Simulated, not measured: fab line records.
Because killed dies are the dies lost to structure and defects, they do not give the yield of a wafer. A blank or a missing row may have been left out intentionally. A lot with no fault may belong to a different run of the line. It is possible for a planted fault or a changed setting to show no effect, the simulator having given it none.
Which of the tools did it? / flow gf180mcu / 11 lots, 33 wafers sampled, at 3 steps of a route of 602

## WHAT THE GAUGES SHOWED, per wafer
GF_CONTACT_RS_MEAS_25: measures by four-point-probe.
lot=L190; measured=day 16 17:04; on=film_metro-02; CONTACT_W_RS (ohm/sq)=0.382 0.385 0.386
lot=L191; measured=day 17 06:08; on=film_metro-01; CONTACT_W_RS (ohm/sq)=0.383 0.388 0.387
lot=L192; measured=day 17 15:56; on=film_metro-01; CONTACT_W_RS (ohm/sq)=0.381 0.382 0.382
lot=L193; measured=day 18 06:45; on=film_metro-03; CONTACT_W_RS (ohm/sq)=0.375 0.381 0.379
lot=L197; measured=day 20 00:53; on=film_metro-03; CONTACT_W_RS (ohm/sq)=0.622 0.619 0.613
lot=L199; measured=day 20 06:47; on=film_metro-02; CONTACT_W_RS (ohm/sq)=0.621 0.621 0.614
lot=L203; measured=day 21 17:55; on=film_metro-02; CONTACT_W_RS (ohm/sq)=0.382 0.384 0.384
lot=L204; measured=day 21 23:43; on=film_metro-03; CONTACT_W_RS (ohm/sq)=0.391 0.393 0.391
lot=L206; measured=day 22 16:11; on=film_metro-01; CONTACT_W_RS (ohm/sq)=0.390 0.389 0.390
lot=L210; measured=day 24 03:11; on=film_metro-01; CONTACT_W_RS (ohm/sq)=0.387 0.387 0.387
lot=L211; measured=day 24 08:46; on=film_metro-01; CONTACT_W_RS (ohm/sq)=0.387 0.382 0.386

## WHICH TOOL RAN EACH LOT (tool, then ch and the chambers of the sampled wafers, then the start)
lot=L190; GF_CONTACT_STRIP_18=plasma_asher-04 ch 0,1, day 16 16:34; GF_CONTACT_CVD_24=cvd_w-02 ch 0,1, day 16 16:58
lot=L191; GF_CONTACT_STRIP_18=plasma_asher-03 ch 0,1, day 17 05:38; GF_CONTACT_CVD_24=cvd_w-01 ch 0,1, day 17 06:02
lot=L192; GF_CONTACT_STRIP_18=plasma_asher-03 ch 0,1, day 17 15:24; GF_CONTACT_CVD_24=cvd_w-01 ch 0, day 17 15:49
lot=L193; GF_CONTACT_STRIP_18=plasma_asher-03 ch 0,1, day 18 06:13; GF_CONTACT_CVD_24=cvd_w-01 ch 0,1, day 18 06:37
lot=L197; GF_CONTACT_STRIP_18=plasma_asher-04 ch 0,1, day 20 00:22; GF_CONTACT_CVD_24=cvd_w-02 ch 0,1, day 20 00:46
lot=L199; GF_CONTACT_STRIP_18=plasma_asher-03 ch 0,1, day 20 06:11; GF_CONTACT_CVD_24=cvd_w-02 ch 0,1, day 20 06:41
lot=L203; GF_CONTACT_STRIP_18=plasma_asher-01 ch 1, day 21 17:25; GF_CONTACT_CVD_24=cvd_w-01 ch 1, day 21 17:49
lot=L204; GF_CONTACT_STRIP_18=plasma_asher-01 ch 0, day 21 23:12; GF_CONTACT_CVD_24=cvd_w-01 ch 0,1, day 21 23:36
lot=L206; GF_CONTACT_STRIP_18=plasma_asher-04 ch 0,1, day 22 15:39; GF_CONTACT_CVD_24=cvd_w-01 ch 0,1, day 22 16:05
lot=L210; GF_CONTACT_STRIP_18=plasma_asher-01 ch 0,1, day 24 02:40; GF_CONTACT_CVD_24=cvd_w-02 ch 0, day 24 03:04
lot=L211; GF_CONTACT_STRIP_18=plasma_asher-03 ch 0,1, day 24 08:15; GF_CONTACT_CVD_24=cvd_w-02 ch 0,1, day 24 08:40
- GF_CONTACT_STRIP_18: strips in O2/N2.
- GF_CONTACT_CVD_24: deposits W, target thk 300 nm, time 90.339 s.

## THE ANSWER, worked out from the rows above alone
Rule: the lots themselves supply what counts as usual. The widest of any qualifying gaps counts: lots, ordered by their means at a reading, are off when they make up no more than a third of the lots, leave a main group of 4 or more, and stand apart from it by 3 or more times the standard deviation of that group's means. If all means in a main group match to the digits the tables above print for the reading, that group is not used. A lot without any number at a reading at which 4 lots or more have one is off too. The other lots that the step has rows for count as sound.
Off: L197, L199, seen at GF_CONTACT_RS_MEAS_25 (CONTACT_W_RS). The main group: mean 0.385 ohm/sq, standard deviation 0.0038.
A tool fits if, at a process step before that reading, it ran every lot that is off, and no sound lot after the first of them. The gauges at GF_CONTACT_RS_MEAS_25 are tried like those tools. Of those tried, none fits.

## WHAT THE SIMULATOR HAD INSERTED
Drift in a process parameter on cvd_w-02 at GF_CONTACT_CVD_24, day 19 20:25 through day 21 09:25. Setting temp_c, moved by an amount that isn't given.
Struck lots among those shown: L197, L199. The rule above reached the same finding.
